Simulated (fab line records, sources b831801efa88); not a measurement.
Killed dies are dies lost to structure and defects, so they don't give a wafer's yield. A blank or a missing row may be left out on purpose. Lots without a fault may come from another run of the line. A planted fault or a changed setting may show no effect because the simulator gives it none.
fab line records | flow sky130
record lots=13 wafers=39 last_day=50
route steps=708 shown NWELL@71 LDD_HVP@288 LI_CONTACT@363 CONTACT@421
lots that met no fault: from a run of the same line without faults
start_h: hours from the record's first day to the start of the lot's first wafer shown | wait_h: hours since the lot's step before | " the same as in the row above | L1.1+2: a row that stands for several wafers | - no value, or no start given | * or withheld: withheld | < > ~ a bound
route shown NAME@n: a module of which the file shows steps, and the number in the route of the first | usual: mean/standard deviation of fault-free wafers | same: alike in all rows | chamber/n: place in a boat | sites: the reading at each site | _std_site: their standard deviation | _edge_site: outer sites' mean less inner sites' | radius_mm: how far each site lies from the wafer's centre | mask NAME#n: copy n | behind: the tool/chamber that last shaped the wafer | hold: why the lot was held/for how many hours/how that ended | device: the transistor (n, p or np) that didn't switch | end of line: the same wafers' tests at the end of the route | a step without rows: its recipe alone | killed: dies lost to structure and defects at the first sort, not the wafer's yield | map: a wafer's dies, x killed, . not, _ none there
set.NAME: the setting as run; set.NAME@STEP: as run at that earlier step | model.NAME: the simulator's own value behind a step, which no gauge read
steps of the route over a sample of lots; a table a step, a row a wafer
services: from which hour (start_h, from the record's first day; less than 0 if before it) a tool's chamber was out of use, for how many hours, and why
## steps
# step SKY_NWELL_COAT_18
# recipe spin_rpm=2000 resist_thk_nm=3000
# usual dispense_pressure_kPa=50/5.3
# columns lot.wafer tool chamber start_h wait_h dispense_pressure_kPa
L130.2 litho_track-04 0 94.38 0.1 54
L130.5 " 0 " " 54
L130.6 " 0 " " 54
L131.1 litho_track-03 0 100.47 0.1 42
L131.3 " 0 " " 42
L131.4 " 0 " " 42
L133.4 litho_track-03 0 109.30 0.1 42
L133.5 " 0 " " 42
L133.6 " 0 " " 42
L134.4 litho_track-01 0 118.64 0.1 53
L134.5 " 0 " " 53
L134.6 " 0 " " 53
L135.1 litho_track-01 0 129.41 0.1 53
L135.3 " 0 " " 53
L135.5 " 0 " " 53
L137.2 litho_track-01 0 141.69 0.1 53
L137.4 " 0 " " 53
L137.6 " 0 " " 53
L143.1 litho_track-03 0 178.52 0.1 42
L143.2 " 0 " " 42
L143.4 " 0 " " 42
L146.3 litho_track-03 0 191.92 0.1 42
L146.4 " 0 " " 42
L146.6 " 0 " " 42
L148.1 litho_track-01 0 201.51 0.1 53
L148.5 " 0 " " 53
L148.6 " 0 " " 53
L149.2 litho_track-01 0 207.79 0.1 53
L149.4 " 0 " " 53
L149.6 " 0 " " 53
L151.2 litho_track-01 0 216.84 0.1 53
L151.4 " 0 " " 53
L151.6 " 0 " " 53
L152.1 litho_track-01 0 222.66 0.1 53
L152.3 " 0 " " 53
L152.4 " 0 " " 53
L153.1 litho_track-01 0 230.36 0.1 53
L153.3 " 0 " " 53
L153.5 " 0 " " 53
# step SKY_NWELL_STRIP_25
# recipe chemistry=O2/N2 power_w=1400 pressure_mtorr=1500 platen_temp_c=withheld o2_flow_sccm=3000 n2_flow_sccm=300 overash_fraction=0.5
# usual drypump_motor_current_A=5.5/0.32 oes_product_au=0.722/0.0043 strip_time_to_endpoint_s=36.89/0.087
# columns lot.wafer tool chamber start_h wait_h drypump_motor_current_A oes_product_au rf_hours_counter_h strip_time_to_endpoint_s
L130.2 plasma_asher-04 1 103.81 0.1 5.8 0.724 40 36.77
L130.5 " 1 " " 5.8 0.721 - 36.90
L130.6 " 0 " " 5.6 0.717 - 36.93
L131.1 plasma_asher-02 0 109.99 0.1 4.9 0.723 31 37.00
L131.3 " 0 " " 4.9 0.721 - 36.98
L131.4 " 1 " " 5.6 0.722 - 36.94
L133.4 plasma_asher-04 1 118.48 0.1 5.8 0.714 - 36.88
L133.5 " 0 " " 5.6 0.727 - 36.86
L133.6 " 1 " " 5.8 0.721 - 36.82
L134.4 plasma_asher-01 1 128.68 0.1 5.4 0.723 - 36.80
L134.5 " 1 " " 5.5 0.717 - 36.90
L134.6 " 0 " " 5.2 0.719 - 36.84
L135.1 plasma_asher-02 0 138.84 0.1 4.9 0.720 35 36.65
L135.3 " 0 " " 4.9 0.722 - 36.72
L135.5 " 0 " " 4.9 0.728 - 36.70
L137.2 plasma_asher-02 0 152.10 0.1 4.9 0.723 36 36.87
L137.4 " 1 " " 5.6 0.717 - 36.98
L137.6 " 0 " " 4.9 0.725 - 36.94
L143.1 plasma_asher-01 1 190.15 0.1 5.5 0.720 49 36.96
L143.2 " 0 " " 5.2 0.714 49 15.09
L143.4 " 0 " " 5.2 0.714 - 15.10
L146.3 plasma_asher-01 1 203.09 0.1 5.5 0.720 - 36.96
L146.4 " 0 " " 5.2 0.707 - 15.04
L146.6 " 1 " " 5.4 0.708 - 15.08
L148.1 plasma_asher-04 1 213.15 0.1 5.8 0.723 9 36.86
L148.5 " 1 " " 5.8 0.720 - 36.85
L148.6 " 0 " " 5.6 0.712 - 36.87
L149.2 plasma_asher-04 1 218.35 0.1 5.8 0.723 10 36.83
L149.4 " 1 " " 5.8 0.729 - 36.96
L149.6 " 1 " " 5.8 0.719 - 36.98
L151.2 plasma_asher-01 1 227.59 0.1 5.4 0.720 53 36.90
L151.4 " 1 " " 5.4 0.730 - 36.85
L151.6 " 1 " " 5.4 0.720 - 36.83
L152.1 plasma_asher-04 1 235.25 0.1 5.8 0.726 11 36.87
L152.3 " 0 " " 5.7 0.727 - 37.03
L152.4 " 1 " " 5.8 0.726 - 36.93
L153.1 plasma_asher-02 0 242.39 0.1 4.9 0.726 45 36.88
L153.3 " 0 " " 4.9 0.715 - 36.87
L153.5 " 0 " " 4.9 0.718 - 36.82
# step SKY_LDD_HVP_TW_MEAS_10
# usual LDD_HVP_TW=458.5/2.8
# columns lot.wafer tool chamber start_h wait_h LDD_HVP_TW
L130.2 film_metro-04 - 492.00 0.1 461.1
L130.5 " - " " 462.0
L130.6 " - " " 457.0
L131.1 film_metro-03 - 505.59 0.1 463.4
L131.3 " - " " 463.5
L131.4 " - " " 464.3
L133.4 film_metro-01 - 517.47 0.1 458.4
L133.5 " - " " 458.5
L133.6 " - " " 461.2
L134.4 film_metro-04 - 545.72 0.1 458.8
L134.5 " - " " 459.0
L134.6 " - " " 459.8
L135.1 film_metro-04 - 554.19 0.1 460.7
L135.3 " - " " 459.7
L135.5 " - " " 457.4
L137.2 film_metro-03 - 565.95 0.1 462.4
L137.4 " - " " 465.8
L137.6 " - " " 461.7
L143.1 film_metro-04 - 615.64 0.1 459.8
L143.2 " - " " 461.9
L143.4 " - " " 459.1
L146.3 film_metro-01 - 642.22 0.1 452.6
L146.4 " - " " 457.3
L146.6 " - " " 456.6
L148.1 film_metro-01 - 648.39 0.1 456.6
L148.5 " - " " 457.5
L148.6 " - " " 457.9
L149.2 film_metro-01 - 655.65 0.1 456.1
L149.4 " - " " 456.3
L149.6 " - " " 457.5
L151.2 film_metro-04 - 667.05 0.1 461.2
L151.4 " - " " 461.3
L151.6 " - " " 460.6
L152.1 film_metro-04 - 684.64 0.1 462.5
L152.3 " - " " 458.2
L152.4 " - " " 459.0
L153.1 film_metro-01 - 687.89 0.1 453.7
L153.3 " - " " 453.7
L153.5 " - " " 454.7
# step SKY_LI_CONTACT_THK_MEAS_01
# recipe reads=PSG_of_LI_CONTACT_HDPCVD_00
# usual LI_CONTACT_HDPCVD_THK=930/10
# columns lot.wafer tool chamber start_h wait_h LI_CONTACT_HDPCVD_THK[nm]
L130.2 film_metro-01 - 643.70 0.1 929
L130.5 " - " " 940
L130.6 " - " " 922
L131.1 film_metro-01 - 659.17 0.1 944
L131.3 " - " " 931
L131.4 " - " " 931
L133.4 film_metro-01 - 667.93 0.0 913
L133.5 " - " " 907
L133.6 " - " " 911
L134.4 film_metro-02 - 695.41 0.0 947
L134.5 " - " " 944
L134.6 " - " " 942
L135.1 film_metro-01 - 701.08 0.1 932
L135.3 " - " " 931
L135.5 " - " " 946
L137.2 film_metro-02 - 711.28 0.1 921
L137.4 " - " " 950
L137.6 " - " " 917
L143.1 film_metro-01 - 761.70 0.1 923
L143.2 " - " " 931
L143.4 " - " " 925
L146.3 film_metro-01 - 785.42 0.1 947
L146.4 " - " " 937
L146.6 " - " " 932
L148.1 film_metro-02 - 792.16 0.1 941
L148.5 " - " " 937
L148.6 " - " " 933
L149.2 film_metro-01 - 796.08 0.1 929
L149.4 " - " " 939
L149.6 " - " " 924
L151.2 film_metro-02 - 807.20 0.1 929
L151.4 " - " " 916
L151.6 " - " " 933
L152.1 film_metro-01 - 824.62 0.1 925
L152.3 " - " " 917
L152.4 " - " " 924
L153.1 film_metro-01 - 826.12 0.1 920
L153.3 " - " " 920
L153.5 " - " " 937
# step SKY_CONTACT_OVL_MEAS_15
# usual CONTACT_OVL=-3/4.3
# columns lot.wafer tool chamber start_h wait_h CONTACT_OVL[nm]
L130.2 overlay-01 - 733.15 0.1 -4
L130.5 " - " " -1
L130.6 " - " " -3
L131.1 overlay-01 - 744.72 0.1 4
L131.3 " - " " -6
L131.4 " - " " -8
L133.4 overlay-02 - 753.44 0.1 -8
L133.5 " - " " 0
L133.6 " - " " -3
L134.4 overlay-02 - 781.34 0.1 1
L134.5 " - " " 6
L134.6 " - " " -2
L135.1 overlay-01 - 785.52 0.1 -8
L135.3 " - " " -7
L135.5 " - " " -9
L137.2 overlay-01 - 796.18 0.1 -9
L137.4 " - " " -8
L137.6 " - " " -10
L143.1 overlay-01 - 844.73 0.1 -7
L143.2 " - " " -4
L143.4 " - " " -6
L146.3 overlay-02 - 867.74 0.1 -8
L146.4 " - " " -6
L146.6 " - " " -11
L148.1 overlay-02 - 875.28 0.1 3
L148.5 " - " " -6
L148.6 " - " " 3
L149.2 overlay-01 - 878.83 0.1 -6
L149.4 " - " " -7
L149.6 " - " " -7
L151.2 overlay-02 - 889.53 0.1 5
L151.4 " - " " 3
L151.6 " - " " 2
L152.1 overlay-02 - 906.27 0.1 -5
L152.3 " - " " -5
L152.4 " - " " -2
L153.1 overlay-01 - 908.16 0.1 0
L153.3 " - " " -2
L153.5 " - " " 2
## services
# columns tool chamber start_h hours kind
plasma_asher-01 - 76.29 4.3 pm
plasma_asher-04 - 108.75 9.0 pm
plasma_asher-04 0 108.75 9.0 vent_cycle
plasma_asher-04 1 108.75 9.0 vent_cycle
plasma_asher-04 0 117.75 - clean
plasma_asher-04 1 117.75 - clean
plasma_asher-01 - 135.99 4.5 repair
litho_track-03 - 168.48 - consumable_replace:filter
## key
first_sign step=SKY_NWELL_STRIP_25 reading=strip_time_to_endpoint_s direction=down sigmas=99+ usual=* struck=*
effect none on later readings
met_at SKY_NWELL_COAT_18
struck_lots L143,L146
struck_wafers L143.2,L143.4,L146.4,L146.6
tester_left_out L143,L146
not_acting_at SKY_LDD_HVP_TW_MEAS_10,SKY_LI_CONTACT_THK_MEAS_01,SKY_CONTACT_OVL_MEAS_15
onset_between 109.30 178.52
fault kind=process_parameter_drift tool=litho_track-03 chamber=- onset_h=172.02 steps=SKY_NWELL_COAT_18 channel=resist_thk_nm offset=-1868.3 shape=step end_h=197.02 scope=struck_wafers_only acts_in=these_recipes_only stated=3000
# tester_left_out: of these lots the tester's yield and bins aren't shown, on N5 and GAA mostly nor the transistor test; their killed dies are dies lost to structure and defects alone, not to doping, threshold or leakage, so they don't give the yield
